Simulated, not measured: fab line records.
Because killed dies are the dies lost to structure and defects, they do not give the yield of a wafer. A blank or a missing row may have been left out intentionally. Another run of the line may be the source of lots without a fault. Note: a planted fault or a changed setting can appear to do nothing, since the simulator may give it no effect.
2 desks looking at one fault :: flow gf180mcu :: each desk holds nothing but its own numbers, with what lay behind them at the end

== THE METROLOGY DESK ==
What the gauges read, lot by lot, whatever tool the lot ran on: means of the sampled wafers that have a number. Marked OUT: a lot whose mean sits more than 4 standard deviations from the usual mean, which makes it out of limits; the brackets give that distance.
Columns: A = MIM_ALCU_RS at GF_MIM_RS_MEAS_10, usual 0.1606 ohm/sq; B = MIM_ALCU_THK at GF_MIM_THK_MEAS_11, usual 196.0 nm
lot: L829
first seen here: day 26 16:31
A: 0.1610
B: 194.6

lot: L830
first seen here: day 27 05:16
A: 0.1606
B: 195.9

lot: L831
first seen here: day 27 07:19
A: 0.1602
B: 195.8

lot: L833
first seen here: day 28 04:55
A: 0.1606
B: 195.4

lot: L836
first seen here: day 28 23:19
A: 0.1610
B: 194.9

lot: L837
first seen here: day 29 05:35
A: 0.1610
B: 196.0

lot: L839
first seen here: day 29 17:10
A: 0.1595
B: 195.9

lot: L845
first seen here: day 31 08:33
A: 0.1574
B: 200.0

lot: L848
first seen here: day 32 01:43
A: 0.1667
B: 189.6

lot: L852
first seen here: day 32 20:04
A: 0.1608
B: 196.6
This desk's finding: nothing out of limits on any of the 10 lots.

== AT THE TOOL OWNER'S DESK: pvdSputter-02 ==
The tool's own readings at GF_MIM_SPUTTER_08 (material AlCu, target thk 200 nm, time 10.6 s): means of the sampled wafers that have a number, for each lot that ran on this tool. Marked OUT: a lot whose mean sits more than 4 standard deviations from the usual mean, which makes it out of limits; the brackets give that distance.
Columns: A = chamberPressurePa at GF_MIM_SPUTTER_08, usual 0.4000 Pa; B = throttleValvePct at GF_MIM_SPUTTER_08, usual 29.8 %
lot: L829
first seen here: day 26 16:27
A: 0.4003
B: 30.0

lot: L830
first seen here: day 27 05:13
A: 0.3994
B: 29.3

lot: L848
first seen here: day 32 01:38
A: 0.4499 (+64) OUT
B: 28.4
Finding of this desk: L848 out of limits; the first was L848 at day 32 01:38, on chamberPressurePa at GF_MIM_SPUTTER_08. Within limits: L829, L830.

== TAKEN TOGETHER ==
The tool owner's desk had the chance to raise an alarm at day 32 01:38 on L848.
At the metrology desk, nothing out of limits was observed.
The metrology desk has L848 on record, within its limits.
All the named lots went through GF_MIM_SPUTTER_08 on pvdSputter-02.

== WHAT WAS PUT IN BY THE SIMULATOR ==
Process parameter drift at GF_MIM_SPUTTER_08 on pvdSputter-02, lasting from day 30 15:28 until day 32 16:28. From 0.4, the setting chamberPressurePa moved by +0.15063. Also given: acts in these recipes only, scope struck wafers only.
Lots struck among those shown: L848.
Each desk's first reading out of limits, in hours after the fault started: the tool owner's desk, 34.
